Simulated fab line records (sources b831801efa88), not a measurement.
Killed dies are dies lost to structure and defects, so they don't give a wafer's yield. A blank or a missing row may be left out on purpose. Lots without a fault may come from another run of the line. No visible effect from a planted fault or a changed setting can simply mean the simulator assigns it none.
8D (eight disciplines) problem report, filled in by code    flow sky130    the parts of the form that need people (team, actions taken, sign-off) are left out

1. WHAT WENT WRONG
killed_at_M4_up at SKY_PAD_OPEN_PROBE_99 reads a mean of 178.0 on 1 wafer of 1 lot; wafers without a fault read 3.2 with a standard deviation of 1.7. So: +99 or more standard deviations from the usual mean.
Earliest sighting: wafer L960.3 on prober-02 at day 50 06:43. The record holds 33 wafers of 11 lots with a number at this step. Rule for "out", or "out of limits": more than 4 standard deviations from the usual mean. Any other wafer with a number is counted as sound.

2. WHAT IT IS AND WHAT IT IS NOT
question                     is                                                                                                                                                            is not
which readings at this step  killed_at_M4_up, defect_limited_yield, killed_dies, killed_on_rim, sort_bin_3_pad_short, sort_bin_5_function, sort_bin_6_memory, sort_n_pass, sort_yield_pct  killed_at_M0_to_M3, killed_at_contacts, killed_at_front_end, killed_at_other, killed_open, killed_short
which lots                   L960                                                                                                                                                          L942, L944, L945, L948, L949, L950, L952, L953, L954, L961
which wafers of those lots   L960.3                                                                                                                                                        L960.1, L960.4
read on which tools          prober-02                                                                                                                                                     prober-01
when                         from day 50 06:43                                                                                                                                             up to then (28 sound wafers); but 4 sound wafers of L960, L961 came after

3. WHAT RULES OUT EACH SUSPECT
Counting: a tool at a process step up to the reading stays a suspect if it ran every lot that is out. Sound lots after the first of them don't rule it out here, since some wafers of a struck lot are sound.
- cmp-01 at SKY_VIA4_CMP_02 (polishes SiO2): kept. It processed L960, the lot that is out, at day 47 01:52, and its most recent sound lot before then was L953 at day 45 08:57.
- rie_metal-04 at SKY_METAL5_METAL_ETCH_15 (etches the open film in Cl2/BCl3, stops on SiO2, target depth 1260 nm, time 252 s): kept. It processed L960, the lot that is out, at day 48 16:33, and its most recent sound lot before then was L954 at day 47 12:20.
- plasma_asher-02 at SKY_PASSIVATION_STRIP_12 (strips in O2/N2): kept. It processed L960, the lot that is out, at day 49 11:40, and its most recent sound lot before then was L953 at day 48 01:25.
- prober-02 at SKY_PAD_OPEN_PROBE_99: kept. It processed L960, the lot that is out, at day 50 06:37, and its most recent sound lot before then was L953 at day 48 22:10. Its own readings are out on those wafers: defect_limited_yield, killed_at_M4_up, killed_dies, killed_on_rim, sort_bin_3_pad_short, sort_bin_5_function, sort_bin_6_memory, sort_n_pass, sort_yield_pct.
- In cmp-01 at SKY_VIA4_CMP_02, the wafers that are out were processed in chamber 0 and their sound lot-mates in chambers 1, 3.
- The sound lot-mates ran in chamber 1 of plasma_asher-02 at SKY_PASSIVATION_STRIP_12, but the wafers that are out ran in chamber 0.
Left after counting: cmp-01 at SKY_VIA4_CMP_02, rie_metal-04 at SKY_METAL5_METAL_ETCH_15, plasma_asher-02 at SKY_PASSIVATION_STRIP_12, prober-02 at SKY_PAD_OPEN_PROBE_99.

4. THE CAUSE (what the simulator had put in)
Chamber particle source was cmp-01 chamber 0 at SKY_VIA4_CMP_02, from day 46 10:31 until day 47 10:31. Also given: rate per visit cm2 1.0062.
4 suspects survive the count, and this tool is in that group.

5. THE CHAIN OF EFFECTS, in route order
Each row: a reading where the mean over the struck wafers with a number is more than 3 standard deviations away from the usual. Readings are gone through only where the record gives a usual standard deviation; hours: the median, over the lots, of the time from a lot's start at the first step in this table giving one to that lot's start at this step; sigmas: the change measured in usual standard deviations.
hours  step                   reading               usual   on struck wafers  change  sigmas
0      SKY_PAD_OPEN_PROBE_99  defect_limited_yield  82.5 %  51.6              -30.9   -16
0      SKY_PAD_OPEN_PROBE_99  killed_at_M4_up       3.2     178.0             +174.8  +99 or more
0      SKY_PAD_OPEN_PROBE_99  killed_dies           86      238               +152    +16
0      SKY_PAD_OPEN_PROBE_99  killed_on_rim         16      53                +37     +10
0      SKY_PAD_OPEN_PROBE_99  sort_bin_3_pad_short  0.9 %   3.0               +2.1    +5.4
0      SKY_PAD_OPEN_PROBE_99  sort_bin_5_function   10.3 %  31.1              +20.8   +14
0      SKY_PAD_OPEN_PROBE_99  sort_bin_6_memory     6.3 %   14.2              +7.9    +7.2
0      SKY_PAD_OPEN_PROBE_99  sort_n_pass           406     254               -152    -16
0      SKY_PAD_OPEN_PROBE_99  sort_yield_pct        82.5 %  51.6              -30.9   -16
It contains these process steps:
- SKY_PAD_OPEN_PROBE_99

6. WHAT WOULD HAVE CAUGHT IT SOONER
In this record the first reading out of limits was taken at day 50 06:43, 92 hours after the fault began at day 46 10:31.
No tool reading at SKY_VIA4_CMP_02 that has a usual standard deviation in the record was out on any struck wafer, so an alarm limit of 4 standard deviations on those readings would not have fired.
Lots out: 1; all had begun SKY_VIA4_CMP_02 on cmp-01 by day 50 06:43. Holding the tool at that point would not have protected any of them.
